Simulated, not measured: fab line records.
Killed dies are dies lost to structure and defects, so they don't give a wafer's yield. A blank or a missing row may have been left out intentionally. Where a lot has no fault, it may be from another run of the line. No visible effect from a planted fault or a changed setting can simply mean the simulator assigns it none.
fab line records | flow gf180mcu
record lots=5 wafers=15 lastDay=33
route steps=602 shown M4@468 V4@476 MIM@503
lots untouched by any fault: they come from a run of this same line in which no faults occurred
startH: start of the lot's first displayed wafer, in hours after the record's first day | waitH: hours from the lot's prior step to this one | " same as the row above | L1.1+2: a row that stands for several wafers | - either no value or no given start | * or withheld: withheld | < > ~ a bound
route shown NAME@n: names a module that has steps shown in the file, with the first one's number in the route | usual: mean and standard deviation over wafers with no fault | same: alike in all rows | chamber/n: place in a boat | sites: per-site readings | _std_site: the standard deviation of these | _edge_site: mean of outer sites minus mean of inner sites | radiusMm: for every site, how far away it sits from the centre of the wafer | mask NAME#n: copy n | behind: the most recent tool/chamber to have shaped the wafer | hold: reason for holding the lot/hours on hold/outcome of the hold | device: whichever transistor did not switch (one of n, p or np) | end of line: tests run on the same wafers once the route is complete | where a step has no rows: the recipe by itself | killed: the dies lost at the first sort to structure and to defects; this is not the yield of the wafer | map: shows each die of a wafer: x if killed, . if not, _ if none is there
set.NAME: the setting that was run; set.NAME@STEP: the one run at that earlier step | model.NAME: the simulator's own value behind a step, which no gauge read
certain route steps with their lots: each step a table, each wafer a row
services: from which hour (startH, from the record's first day; less than 0 if before it) a tool's chamber was out of use, for how many hours, and why
## steps
# step GF_M4_PEB_12
# recipe pebTempC=135 pebTimeS=90 resist=KrF
# same pebTimeS=90
# columns lot.wafer tool chamber startH waitH
L074.1+3+5 lithoTrack-02 0 - -
L077.2+4+6 lithoTrack-02 0 - -
L084.3+4+6 lithoTrack-04 0 - -
L085.1+5+6 lithoTrack-03 0 - -
L091.3+5+6 lithoTrack-03 0 - -
# step GF_M4_DEVELOP_13
# recipe developTimeS=60 devTempC=21
# usual developerTempC=20.98/0.12
# columns lot.wafer tool chamber startH waitH developerTempC
L074.1 lithoTrack-02 0 531.02 0.2 21.14
L074.3 " 0 " " 21.07
L074.5 " 0 " " 21.08
L077.2 lithoTrack-02 0 563.49 0.2 21.03
L077.4 " 0 " " 21.21
L077.6 " 0 " " 21.08
L084.3 lithoTrack-04 0 618.39 0.1 21.06
L084.4 " 0 " " 21.02
L084.6 " 0 " " 21.19
L085.1 lithoTrack-03 0 631.91 0.2 20.93
L085.5 " 0 " " 21.01
L085.6 " 0 " " 20.92
L091.3 lithoTrack-03 0 678.86 0.1 21.01
L091.5 " 0 " " 21.15
L091.6 " 0 " " 21.11
# step GF_M4_CD_MEAS_14
# recipe targetCdNm=280
# usual cdNm=279.8/1.1
# columns lot.wafer tool chamber startH waitH cdNm
L074.1 cdSem-01 - 531.17 0.1 280.1
L074.3 " - " " 281.0
L074.5 " - " " 280.4
L077.2 cdSem-01 - 563.64 0.1 280.0
L077.4 " - " " 281.8
L077.6 " - " " 280.5
L084.3 cdSem-01 - 618.53 0.1 278.9
L084.4 " - " " 278.9
L084.6 " - " " 279.9
L085.1 cdSem-02 - 632.06 0.1 278.9
L085.5 " - " " 277.4
L085.6 " - " " 279.3
L091.3 cdSem-02 - 679.00 0.1 279.2
L091.5 " - " " 280.7
L091.6 " - " " 280.0
# step GF_M4_OVL_MEAS_15
# usual M4_OVL=-1/5.7
# columns lot.wafer tool chamber startH waitH M4_OVL[nm]
L074.1 overlay-02 - 531.29 0.1 2
L074.3 " - " " 0
L074.5 " - " " 4
L077.2 overlay-01 - 563.75 0.1 -3
L077.4 " - " " -2
L077.6 " - " " 3
L084.3 overlay-01 - 618.62 0.1 -6
L084.4 " - " " -3
L084.6 " - " " -4
L085.1 overlay-01 - 632.18 0.1 3
L085.5 " - " " 6
L085.6 " - " " 4
L091.3 overlay-01 - 679.09 0.1 -4
L091.5 " - " " -7
L091.6 " - " " -7
# step GF_M4_METAL_ETCH_16
# recipe chemistry=Cl2/BCl3 maskMaterial=KrF targetDepthNm=627.5 stopOn=SiO2 pressureMtorr=8 icpW=800 biasW=140 Cl2_flow_sccm=80 bcl3FlowSccm=40 timeS=104.6
# usual drypumpMotorCurrentA=5.6/0.51 oesProductAu=0.972/0.0054 throttleValvePct=28.249/0.01
# columns lot.wafer tool chamber startH waitH drypumpMotorCurrentA oesProductAu rfHoursCounterH throttleValvePct
L074.1 rieMetal-03 0 531.33 0.0 5.4 0.982 12 28.241
L074.3 " 0 " " 5.4 0.972 - 28.265
L074.5 " 1 " " 5.7 0.979 - 28.238
L077.2 rieMetal-03 1 563.78 0.0 5.8 0.972 7 28.256
L077.4 " 0 " " 5.4 0.979 - 28.262
L077.6 " 0 " " 5.4 0.975 - 28.248
L084.3 rieMetal-02 0 618.68 0.1 5.9 0.966 - 28.247
L084.4 " 1 " " 5.2 0.988 - 28.234
L084.6 " 0 " " 5.8 0.974 - 28.248
L085.1 rieMetal-01 0 632.22 0.0 6.5 0.974 11 28.249
L085.5 " 0 " " 6.5 0.976 - 28.237
L085.6 " 1 " " 4.9 0.967 - 28.248
L091.3 rieMetal-02 1 679.15 0.1 5.1 0.972 - 28.240
L091.5 " 0 " " 5.8 0.969 - 28.253
L091.6 " 1 " " 5.2 0.974 - 28.248
# step GF_M4_STRIP_17
# recipe chemistry=O2/N2 powerW=1400 pressureMtorr=1500 platenTempC=250 o2FlowSccm=3000 n2FlowSccm=300 overashFraction=0.5
# usual drypumpMotorCurrentA=5.6/0.3 heaterPowerW=342/19 oesProductAu=0.557/0.0053 platenTempC=250.02/0.17 stripTimeToEndpointS=7.86/0.035
# columns lot.wafer tool chamber startH waitH drypumpMotorCurrentA heaterPowerW oesProductAu platenTempC rfHoursCounterH stripTimeToEndpointS
L074.1 plasmaAsher-03 0 531.44 0.1 5.5 331 0.570 250.19 45 7.92
L074.3 " 0 " " 5.5 325 0.556 250.08 - 7.91
L074.5 " 1 " " 5.9 368 0.554 250.11 - 7.89
L077.2 plasmaAsher-03 0 563.89 0.1 5.5 323 0.560 250.17 48 7.82
L077.4 " 0 " " 5.5 326 0.570 249.91 - 7.88
L077.6 " 1 " " 5.9 378 0.550 250.06 - 7.86
L084.3 plasmaAsher-03 1 618.79 0.1 5.9 376 0.557 250.26 - 7.87
L084.4 " 0 " " 5.5 322 0.560 249.85 - 7.88
L084.6 " 1 " " 5.9 375 0.562 250.02 - 7.89
L085.1 plasmaAsher-03 0 632.33 0.1 5.5 318 0.550 249.85 56 7.85
L085.5 " 1 " " 5.9 375 0.563 249.93 - 7.86
L085.6 " 0 " " 5.5 325 0.551 249.86 - 7.85
L091.3 plasmaAsher-02 1 679.26 0.1 5.1 347 0.551 249.86 - 7.85
L091.5 " 0 " " 5.9 355 0.552 249.86 - 7.86
L091.6 " 1 " " 5.1 342 0.557 250.03 - 7.85
# step GF_M4_STRIP_18
# recipe chemistry=postEtchResidueRemover timeS=1200 tempC=72.5
# columns lot.wafer tool chamber startH waitH
L074.1+3+5 wetBench-02 2 531.54 0.1
L077.2+4+6 wetBench-02 2 563.99 0.1
L084.3+4+6 wetBench-04 0 618.86 0.0
L085.1+5+6 wetBench-02 1 632.43 0.1
L091.3+5+6 wetBench-04 2 679.33 0.0
# step GF_M4_CLEAN_19
# recipe chemistry=DIW dry=n2Spin
# columns lot.wafer tool chamber startH waitH
L074.1+3+5 wetBench-01 1 531.88 0.0
L077.2+4+6 wetBench-04 0 564.33 0.0
L084.3+4+6 wetBench-02 2 619.20 0.0
L085.1+5+6 wetBench-01 1 633.11 0.0
L091.3+5+6 wetBench-02 3 679.67 0.0
# step GF_V4_CVD_00
# recipe material=SiO2 targetThkNm=600 sigmaOpenFrac=0.3 tempC=400 timeS=100 sih4FlowSccm=60 pressureMtorr=6
# columns lot.wafer tool chamber startH waitH
L074.1+3+5 hdpcvd-02 0,2,2 531.97 0.0
L077.2+4+6 hdpcvd-01 1,0,1 564.42 0.0
L084.3+4+6 hdpcvd-02 2,2,1 619.29 0.0
L085.1+5+6 hdpcvd-01 0,2,1 633.20 0.0
L091.3+5+6 hdpcvd-02 2,0,2 679.77 0.0
# step GF_V4_THK_MEAS_01
# recipe reads=SiO2_of_V4_CVD_00
# usual V4_CVD_00_THK=597/5.9
# columns lot.wafer tool chamber startH waitH V4_CVD_00_THK[nm]
L074.1 filmMetro-03 - 532.04 0.0 600
L074.3 " - " " 587
L074.5 " - " " 596
L077.2 filmMetro-02 - 564.50 0.0 600
L077.4 " - " " 593
L077.6 " - " " 598
L084.3 filmMetro-02 - 619.38 0.1 588
L084.4 " - " " 591
L084.6 " - " " 593
L085.1 filmMetro-01 - 633.28 0.0 603
L085.5 " - " " 605
L085.6 " - " " 605
L091.3 filmMetro-03 - 679.86 0.1 594
L091.5 " - " " 586
L091.6 " - " " 596
# step GF_V4_CVD_02
# recipe material=SiO2 targetThkNm=850 precursor=TEOS tempC=400 timeS=94.851 rfW=600
# usual heaterPowerW=738/170
# columns lot.wafer tool chamber startH waitH heaterPowerW
L074.1 pecvd-03 1 532.10 0.1 601
L074.3 " 0 " " 661
L074.5 " 2 " " 580
L077.2 pecvd-03 2 564.55 0.0 649
L077.4 " 2 " " 695
L077.6 " 1 " " 554
L084.3 pecvd-01 0 619.42 0.0 742
L084.4 " 0 " " 815
L084.6 " 2 " " 759
L085.1 pecvd-01 1 633.34 0.1 572
L085.5 " 2 " " 689
L085.6 " 0 " " 788
L091.3 pecvd-02 1 679.90 0.0 566
L091.5 " 2 " " 928
L091.6 " 1 " " 602
# step GF_V4_THK_MEAS_03
# recipe reads=SiO2_of_V4_CVD_02
# usual V4_CVD_02_THK=849/12
# columns lot.wafer tool chamber startH waitH V4_CVD_02_THK[nm]
L074.1 filmMetro-02 - 532.17 0.0 851
L074.3 " - " " 838
L074.5 " - " " 852
L077.2 filmMetro-01 - 564.63 0.0 834
L077.4 " - " " 852
L077.6 " - " " 868
L084.3 filmMetro-02 - 619.51 0.1 849
L084.4 " - " " 865
L084.6 " - " " 846
L085.1 filmMetro-02 - 633.41 0.0 845
L085.5 " - " " 864
L085.6 " - " " 878
L091.3 filmMetro-01 - 679.99 0.1 855
L091.5 " - " " 851
L091.6 " - " " 852
# step GF_V4_CMP_04
# recipe material=SiO2 downForcePsi=4 platenRpm=60 padVelocityMS=0.94248
# usual motorCurrentA=11.6/0.76 slurryFilterDpKPa=13.49/0.14 slurryFlowMlMin=150.0/0.45 timeToEndpointS=80/5.9
# columns lot.wafer tool chamber startH waitH motorCurrentA slurryFilterDpKPa slurryFlowMlMin timeToEndpointS
L074.3 cmp-02 0 532.33 0.1 11.2 13.67 150.2 73
L074.1 " 1 " " 10.9 13.35 149.7 82
L074.5 " 3 " " 10.8 13.75 150.1 89
L077.2 cmp-02 0 564.68 0.0 11.1 13.79 149.6 70
L077.4 " 2 " " 11.9 13.35 150.8 81
L077.6 " 0 " " 10.7 13.46 150.0 85
L084.3 cmp-02 3 619.55 0.0 10.9 13.69 150.2 87
L084.4 " 1 " " 11.3 13.50 150.4 83
L084.6 " 3 " " 10.7 13.47 149.5 88
L085.1 cmp-02 2 633.64 0.2 12.1 13.32 150.6 79
L085.6 " 1 " " 10.5 13.53 149.4 90
L085.5 " 2 " " 12.1 13.45 150.4 90
L091.3 cmp-01 3 680.13 0.1 12.9 13.44 150.2 78
L091.5 " 1 " " 12.0 13.55 150.0 80
L091.6 " 2 " " 13.0 13.72 148.6 82
# step GF_V4_BOW_MEAS_05
# recipe mode=bow
# usual V4_BOW=134/9.6
# columns lot.wafer tool chamber startH waitH V4_BOW[um]
L074.1 filmMetro-01 - 532.53 0.1 128
L074.3 " - " " 141
L074.5 " - " " 130
L077.2 filmMetro-03 - 565.00 0.3 135
L077.4 " - " " 134
L077.6 " - " " 140
L084.3 filmMetro-03 - 619.89 0.3 128
L084.4 " - " " 115
L084.6 " - " " 139
L085.1 filmMetro-02 - 633.99 0.3 143
L085.5 " - " " 135
L085.6 " - " " 124
L091.3 filmMetro-02 - 680.37 0.2 128
L091.5 " - " " 128
L091.6 " - " " 131
# step GF_V4_DEHYDRATE_06
# recipe tempC=200 timeS=60
# columns lot.wafer tool chamber startH waitH
L074.1+3+5 lithoTrack-01 0 543.00 10.4
L077.2+4+6 lithoTrack-01 0 575.87 10.8
L084.3+4+6 lithoTrack-04 0 630.79 10.9
L085.1+5+6 lithoTrack-02 0 641.82 7.8
L091.3+5+6 lithoTrack-02 0 688.82 8.4
# step GF_V4_HMDS_07
# recipe primeTimeS=60 primeTempC=120
# columns lot.wafer tool chamber startH waitH
L074.1+3+5 lithoTrack-01 0 543.15 0.1
L077.2+4+6 lithoTrack-01 0 576.02 0.1
L084.3+4+6 lithoTrack-04 0 630.94 0.1
L085.1+5+6 lithoTrack-02 0 641.97 0.1
L091.3+5+6 lithoTrack-02 0 688.97 0.1
# step GF_V4_COAT_08
# recipe resist=BARC tempC=withheld timeS=withheld spinRpm=withheld resistThkNm=withheld
# columns lot.wafer tool chamber startH waitH
L074.1+3+5 lithoTrack-01 0 543.30 0.1
L077.2+4+6 lithoTrack-01 0 576.17 0.1
L084.3+4+6 lithoTrack-04 0 631.09 0.1
L085.1+5+6 lithoTrack-02 0 642.12 0.1
L091.3+5+6 lithoTrack-02 0 689.12 0.1
# step GF_V4_COAT_09
# recipe resist=KrF spinRpm=withheld resistThkNm=1000
# columns lot.wafer tool chamber startH waitH
L074.1+3+5 lithoTrack-01 0 - -
L077.2+4+6 lithoTrack-01 0 - -
L084.3+4+6 lithoTrack-04 0 - -
L085.1+5+6 lithoTrack-02 0 - -
L091.3+5+6 lithoTrack-02 0 - -
# step GF_V4_SOFTBAKE_10
# recipe tempC=130 timeS=60 resist=KrF
# columns lot.wafer tool chamber startH waitH
L074.1+3+5 lithoTrack-01 0 - -
L077.2+4+6 lithoTrack-01 0 - -
L084.3+4+6 lithoTrack-04 0 - -
L085.1+5+6 lithoTrack-02 0 - -
L091.3+5+6 lithoTrack-02 0 - -
# step GF_V4_EXPOSE_11
# recipe maskId=Via4 targetCdNm=260 na=0.68 sourceShape=conventional sigmaOuter=0.6 doseMj=37.07
# usual stageVelMmS=499.99/0.26
# same na=0.68
# columns lot.wafer tool chamber startH waitH mask stageVelMmS
L074.1 krfScanner-01 0 - - Via4#0 500.03
L074.3 " 0 " " Via4#0 500.04
L074.5 " 0 " " Via4#0 500.21
L077.2 krfScanner-01 0 - - Via4#0 499.85
L077.4 " 0 " " Via4#0 499.79
L077.6 " 0 " " Via4#0 499.75
L084.3 krfScanner-02 0 - - Via4#0 499.60
L084.4 " 0 " " Via4#0 500.18
L084.6 " 0 " " Via4#0 500.22
L085.1 krfScanner-02 0 - - Via4#0 499.47
L085.5 " 0 " " Via4#0 499.81
L085.6 " 0 " " Via4#0 500.16
L091.3 krfScanner-01 0 - - Via4#0 499.75
L091.5 " 0 " " Via4#0 499.74
L091.6 " 0 " " Via4#0 499.34
# step GF_V4_PEB_12
# recipe pebTempC=135 pebTimeS=90 resist=KrF
# same pebTimeS=90
# columns lot.wafer tool chamber startH waitH
L074.1+3+5 lithoTrack-04 0 - -
L077.2+4+6 lithoTrack-04 0 - -
L084.3+4+6 lithoTrack-04 0 - -
L085.1+5+6 lithoTrack-04 0 - -
L091.3+5+6 lithoTrack-02 0 - -
# step GF_V4_DEVELOP_13
# recipe developTimeS=60 resist=KrF devTempC=21
# usual developerTempC=21.00/0.13
# columns lot.wafer tool chamber startH waitH developerTempC
L074.1 lithoTrack-04 0 554.84 0.2 21.06
L074.3 " 0 " " 21.03
L074.5 " 0 " " 20.97
L077.2 lithoTrack-04 0 587.32 0.2 21.01
L077.4 " 0 " " 21.04
L077.6 " 0 " " 20.86
L084.3 lithoTrack-04 0 640.59 0.1 21.09
L084.4 " 0 " " 20.95
L084.6 " 0 " " 20.99
L085.1 lithoTrack-04 0 652.39 0.2 21.14
L085.5 " 0 " " 21.04
L085.6 " 0 " " 21.01
L091.3 lithoTrack-02 0 699.02 0.1 20.99
L091.5 " 0 " " 21.09
L091.6 " 0 " " 21.11
# step GF_V4_CD_MEAS_14
# recipe targetCdNm=260
# usual cdNm=260.0/1.3
# columns lot.wafer tool chamber startH waitH cdNm
L074.1 cdSem-02 - 554.99 0.1 258.3
L074.3 " - " " 257.0
L074.5 " - " " 258.5
L077.2 cdSem-02 - 587.46 0.1 261.6
L077.4 " - " " 261.3
L077.6 " - " " 261.8
L084.3 cdSem-01 - 640.73 0.1 262.2
L084.4 " - " " 261.3
L084.6 " - " " 261.7
L085.1 cdSem-01 - 652.54 0.1 259.7
L085.5 " - " " 260.4
L085.6 " - " " 261.8
L091.3 cdSem-01 - 699.16 0.1 261.0
L091.5 " - " " 258.2
L091.6 " - " " 260.3
# step GF_V4_OVL_MEAS_15
# usual V4_OVL=-1/5.2
# columns lot.wafer tool chamber startH waitH V4_OVL[nm]
L074.1 overlay-02 - 555.11 0.1 1
L074.3 " - " " 2
L074.5 " - " " -2
L077.2 overlay-01 - 587.93 0.5 7
L077.4 " - " " 10
L077.6 " - " " 12
L084.3 overlay-01 - 640.82 0.1 4
L084.4 " - " " -4
L084.6 " - " " 6
L085.1 overlay-01 - 652.66 0.1 -1
L085.5 " - " " 1
L085.6 " - " " 4
L091.3 overlay-01 - 699.28 0.1 -4
L091.5 " - " " 0
L091.6 " - " " -2
# step GF_V4_ETCH_16
# recipe chemistry=N2/H2 targetDepthA=withheld overetchA=withheld timeS=withheld target=BARC ionEnergyEv=200 sourceW=500 biasW=100 pressureMtorr=30 n2FlowSccm=100 h2FlowSccm=200
# usual drypumpMotorCurrentA=5.6/0.5 oesProductAu=0.855/0.0047 throttleValvePct=13.226/0.0087
# columns lot.wafer tool chamber startH waitH drypumpMotorCurrentA oesProductAu throttleValvePct
L074.1 rieDiel-02 3 555.15 0.0 5.4 0.857 13.231
L074.3 " 1 " " 5.9 0.865 13.222
L074.5 " 3 " " 5.4 0.859 13.211
L077.2 rieDiel-03 3 587.96 0.0 5.8 0.854 13.220
L077.4 " 2 " " 5.8 0.853 13.230
L077.6 " 0 " " 6.4 0.848 13.229
L084.3 rieDiel-01 2 640.85 0.0 5.8 0.862 13.231
L084.4 " 3 " " 5.7 0.857 13.227
L084.6 " 0 " " 4.9 0.853 13.229
L085.1 rieDiel-02 3 652.70 0.0 5.4 0.848 13.236
L085.5 " 1 " " 5.9 0.847 13.218
L085.6 " 2 " " 4.8 0.856 13.229
L091.3 rieDiel-02 2 699.30 0.0 4.8 0.858 13.235
L091.5 " 1 " " 5.9 0.862 13.228
L091.6 " 2 " " 4.7 0.857 13.241
# step GF_V4_ETCH_17
# recipe chemistry=C4F8/O2/Ar maskMaterial=KrF target=SiO2 stopOn=TiN sourceW=1500 biasW=1200 pressureMtorr=40 c4f8FlowSccm=withheld O2_flow_sccm=6 Ar_flow_sccm=300 timeS=withheld targetDepthA=6300
# usual oesProductAu=0.856/0.005
# columns lot.wafer tool chamber startH waitH oesProductAu
L074.1 rieDiel-02 3 - - 0.859
L074.3 " 1 " " 0.861
L074.5 " 3 " " 0.861
L077.2 rieDiel-03 3 - - 0.860
L077.4 " 2 " " 0.854
L077.6 " 0 " " 0.859
L084.3 rieDiel-01 2 - - 0.860
L084.4 " 3 " " 0.853
L084.6 " 0 " " 0.860
L085.1 rieDiel-02 3 - - 0.852
L085.5 " 1 " " 0.860
L085.6 " 2 " " 0.852
L091.3 rieDiel-02 2 - - 0.855
L091.5 " 1 " " 0.857
L091.6 " 2 " " 0.851
# step GF_V4_STRIP_18
# recipe chemistry=O2/N2 powerW=1400 pressureMtorr=1500 platenTempC=250 o2FlowSccm=3000 n2FlowSccm=300 overashFraction=0.5
# usual drypumpMotorCurrentA=5.6/0.35 heaterPowerW=334/22 oesProductAu=0.592/0.0048 platenTempC=250.00/0.17
# columns lot.wafer tool chamber startH waitH drypumpMotorCurrentA heaterPowerW oesProductAu platenTempC rfHoursCounterH
L074.1 plasmaAsher-01 0 555.28 - 5.3 299 0.592 249.94 13
L074.3 " 0 " " 5.3 299 0.584 250.00 -
L074.5 " 0 " " 5.3 302 0.587 250.08 -
L077.2 plasmaAsher-02 0 588.09 - 6.0 355 0.588 250.14 93
L077.4 " 1 " " 5.1 345 0.598 250.30 -
L077.6 " 0 " " 6.0 337 0.585 249.98 -
L084.3 plasmaAsher-01 0 641.01 - 5.2 302 0.592 249.79 -
L084.4 " 1 " " 5.9 334 0.586 249.75 -
L084.6 " 0 " " 5.3 302 0.589 250.03 -
L085.1 plasmaAsher-03 0 652.82 - 5.5 325 0.590 249.63 58
L085.5 " 0 " " 5.5 322 0.588 249.86 -
L085.6 " 1 " " 5.9 376 0.589 250.04 -
L091.3 plasmaAsher-03 0 699.46 - 5.5 339 0.590 250.00 -
L091.5 " 1 " " 5.9 369 0.585 249.89 -
L091.6 " 0 " " 5.5 322 0.588 249.95 -
# step GF_V4_STRIP_19
# recipe chemistry=postEtchResidueRemover timeS=1200 tempC=72.5
# columns lot.wafer tool chamber startH waitH
L074.1+3+5 wetBench-01 3 555.38 0.1
L077.2+4+6 wetBench-02 1 588.33 0.2
L084.3+4+6 wetBench-01 3 641.07 0.0
L085.1+5+6 wetBench-01 2 652.92 0.1
L091.3+5+6 wetBench-01 0 699.53 0.0
# step GF_V4_CLEAN_20
# recipe chemistry=DIW dry=n2Spin
# columns lot.wafer tool chamber startH waitH
L074.1+3+5 wetBench-03 2 555.72 0.0
L077.2+4+6 wetBench-03 0 588.67 0.0
L084.3+4+6 wetBench-02 1 641.42 0.0
L085.1+5+6 wetBench-02 1 653.27 0.0
L091.3+5+6 wetBench-03 2 699.87 0.0
# step GF_V4_SPUTTER_21
# recipe material=Ti targetThkNm=15 chamberPressurePa=5 powerW=2500 substrateTempC=200 timeS=80.02
# usual cathodeDcPowerW=2500.0/0.43 substrateTempC=200.02/0.16 throttleValvePct=29.7/1
# columns lot.wafer tool chamber startH waitH cathodeDcPowerW substrateTempC throttleValvePct
L074.1 pvdSputter-03 - 555.81 0.0 2499.4 199.89 28.4
L074.3 " - " " 2499.8 199.94 30.2
L074.5 " - " " 2499.6 200.05 28.3
L077.2 pvdSputter-02 - 588.76 0.0 2499.9 200.11 29.4
L077.4 " - " " 2500.5 199.86 30.4
L077.6 " - " " 2499.7 199.86 29.7
L084.3 pvdSputter-02 - 641.60 0.0 2500.0 200.15 29.4
L084.4 " - " " 2500.0 200.02 30.4
L084.6 " - " " 2499.6 200.16 29.3
L085.1 pvdSputter-04 - 653.37 0.0 2500.0 200.06 31.3
L085.5 " - " " 2500.3 199.96 28.6
L085.6 " - " " 2500.1 200.17 31.2
L091.3 pvdSputter-03 - 699.96 0.0 2500.5 200.00 28.2
L091.5 " - " " 2499.4 200.20 30.2
L091.6 " - " " 2500.2 200.05 29.6
# step GF_V4_SPUTTER_22
# recipe material=TiN targetThkNm=10 chamberPressurePa=5 powerW=4000 timeS=40
# usual cathodeDcPowerW=3999.9/0.76 throttleValvePct=29.8/1
# columns lot.wafer tool chamber startH waitH cathodeDcPowerW throttleValvePct
L074.1 pvdSputter-03 - 555.87 0.0 3998.3 28.5
L074.3 " - " " 3999.7 30.2
L074.5 " - " " 3999.2 28.8
L077.2 pvdSputter-02 - 588.83 0.0 3999.8 29.7
L077.4 " - " " 3999.8 30.5
L077.6 " - " " 4000.3 29.4
L084.3 pvdSputter-02 - 641.66 0.0 3999.3 29.5
L084.4 " - " " 4001.0 30.3
L084.6 " - " " 4002.0 29.6
L085.1 pvdSputter-04 - 653.43 0.0 4000.2 30.9
L085.5 " - " " 3997.8 28.6
L085.6 " - " " 4000.2 31.3
L091.3 pvdSputter-03 - 700.02 0.0 4000.1 28.2
L091.5 " - " " 4000.1 30.3
L091.6 " - " " 3999.8 29.8
# step GF_V4_CVD_23
# recipe material=W targetThkNm=350 timeS=104.9 tempC=400 pressureTorr=40
# usual heaterPowerW=759/55
# columns lot.wafer tool chamber startH waitH heaterPowerW
L074.1 cvdW-02 0 555.91 0.0 717
L074.3 " 0 " " 706
L074.5 " 0 " " 709
L077.2 cvdW-02 0 588.86 0.0 687
L077.4 " 0 " " 691
L077.6 " 1 " " 721
L084.3 cvdW-02 1 641.74 0.1 723
L084.4 " 0 " " 710
L084.6 " 1 " " 745
L085.1 cvdW-01 0 653.47 0.0 751
L085.5 " 1 " " 847
L085.6 " 0 " " 768
L091.3 cvdW-01 0 700.10 0.1 753
L091.5 " 0 " " 757
L091.6 " 1 " " 851
# step GF_V4_RS_MEAS_24
# recipe thkMeasGauge=four-point-probe reads=W_of_V4_CVD_23+TiN_of_V4_SPUTTER_22+Ti_of_V4_SPUTTER_21
# usual V4_W_RS=0.324/0.0031
# columns lot.wafer tool chamber startH waitH V4_W_RS[ohm/sq]
L074.1 filmMetro-02 - 556.02 0.1 0.325
L074.3 " - " " 0.327
L074.5 " - " " 0.328
L077.2 filmMetro-03 - 589.07 0.2 0.325
L077.4 " - " " 0.324
L077.6 " - " " 0.318
L084.3 filmMetro-03 - 641.85 0.1 0.316
L084.4 " - " " 0.321
L084.6 " - " " 0.318
L085.1 filmMetro-03 - 653.58 0.1 0.326
L085.5 " - " " 0.329
L085.6 " - " " 0.322
L091.3 filmMetro-01 - 700.22 0.1 0.329
L091.5 " - " " 0.330
L091.6 " - " " 0.328
# step GF_V4_THK_MEAS_25
# recipe thkMeasGauge=xrf reads=W_of_V4_CVD_23
# usual V4_W_THK=368/4.3
# columns lot.wafer tool chamber startH waitH V4_W_THK[nm]
L074.1 filmMetro-02 - 556.14 0.1 365
L074.3 " - " " 363
L074.5 " - " " 363
L077.2 filmMetro-03 - 589.18 0.1 370
L077.4 " - " " 372
L077.6 " - " " 376
L084.3 filmMetro-03 - 641.95 0.1 379
L084.4 " - " " 372
L084.6 " - " " 376
L085.1 filmMetro-03 - 653.70 0.1 368
L085.5 " - " " 364
L085.6 " - " " 372
L091.3 filmMetro-01 - 700.32 0.1 361
L091.5 " - " " 359
L091.6 " - " " 366
# step GF_V4_CMP_26
# recipe stopOn=SiO2 downForcePsi=3.5 platenRpm=60.74 tOverpolishS=15 targetThkNm=0 padVelocityMS=0.94248
# usual motorCurrentA=10.7/0.71 overpolishRunS=14.998/0.0096 slurryFilterDpKPa=13.50/0.14 slurryFlowMlMin=150.0/0.46 timeToEndpointS=84/3.2
# same tOverpolishS=15
# columns lot.wafer tool chamber startH waitH motorCurrentA overpolishRunS slurryFilterDpKPa slurryFlowMlMin timeToEndpointS
L074.1 cmp-01 2 556.30 0.1 11.8 14.996 13.32 150.2 85
L074.3 " 3 " " 11.0 14.997 13.53 150.4 83
L074.5 " 1 " " 10.9 14.976 13.59 149.2 83
L077.4 cmp-02 3 589.45 0.2 10.1 15.001 13.64 149.5 91
L077.2 " 1 " " 9.3 14.993 13.32 149.4 82
L077.6 " 3 " " 9.9 14.984 13.55 149.4 92
L084.3 cmp-01 1 642.19 0.2 11.1 14.997 13.46 150.2 85
L084.4 " 2 " " 11.1 14.981 13.36 149.7 83
L084.6 " 2 " " 11.9 14.981 13.88 150.3 87
L085.1 cmp-01 3 654.09 0.4 11.9 14.993 13.47 149.7 79
L085.6 " 2 " " 10.8 14.973 13.33 150.8 83
L085.5 " 3 " " 11.9 14.996 13.50 149.0 82
L091.3 cmp-01 2 700.51 0.2 11.6 14.992 13.41 149.8 84
L091.5 " 3 " " 11.9 14.998 13.35 149.9 80
L091.6 " 0 " " 10.7 15.018 13.18 150.3 80
# step GF_MIM_SPUTTER_00
# recipe material=Ti targetThkNm=37.5 arrivingIonEnergyEv=80 substrateTempC=200 chamberPressurePa=2 powerW=4000 timeS=150
# usual cathodeDcPowerW=4000.1/0.71 substrateTempC=200.00/0.16 throttleValvePct=30.1/1.1
# columns lot.wafer tool chamber startH waitH cathodeDcPowerW substrateTempC throttleValvePct
L074.1 pvdSputter-01 - 556.50 0.1 3999.6 200.08 29.3
L074.3 " - " " 4000.1 200.30 31.9
L074.5 " - " " 4000.2 199.96 31.8
L077.2 pvdSputter-02 - 589.75 0.1 4000.7 200.24 29.6
L077.4 " - " " 3999.6 199.77 29.6
L077.6 " - " " 3999.7 200.07 31.4
L084.3 pvdSputter-02 - 642.49 0.2 4000.6 200.01 29.5
L084.4 " - " " 4000.1 200.10 30.3
L084.6 " - " " 3999.9 199.84 29.8
L085.1 pvdSputter-02 - 654.34 0.2 3999.7 200.19 31.4
L085.5 " - " " 3999.3 199.66 29.6
L085.6 " - " " 4000.2 200.04 31.3
L091.3 pvdSputter-01 - 700.66 0.1 4000.6 199.81 31.2
L091.5 " - " " 3999.6 200.04 29.2
L091.6 " - " " 3999.7 199.79 31.4
## services
# columns tool chamber startH hours kind
plasmaAsher-03 - 515.03 4.0 pm
krfScanner-01 - 520.01 1.0 pm
plasmaAsher-03 - 525.35 0.4 repair
cmp-01 - 529.11 16.6 pm
rieDiel-02 0 534.86 4.5 repair
hdpcvd-02 - 539.25 15.0 pm
wetBench-03 - 560.62 1.9 pm
krfScanner-01 - 564.01 0.3 repair
cmp-01 - 572.00 4.0 pm
krfScanner-01 - 582.96 1.3 pm
krfScanner-01 - 593.59 0.4 repair
cmp-02 - 603.95 0.4 repair
wetBench-02 - 604.93 1.9 pm
cmp-02 - 606.28 1.6 repair
pvdSputter-02 - 607.80 0.9 repair
cmp-02 - 622.95 0.7 repair
cmp-02 - 626.73 1.7 repair
cmp-01 - 630.70 11.1 pm
pvdSputter-03 - 647.56 3.6 repair
cmp-02 - 648.43 5.4 pm
rieDiel-02 3 662.61 6.3 repair
plasmaAsher-03 - 676.78 4.5 repair
cmp-01 - 678.06 1.3 repair
rieDiel-02 3 689.46 3.9 repair
## key
fault none
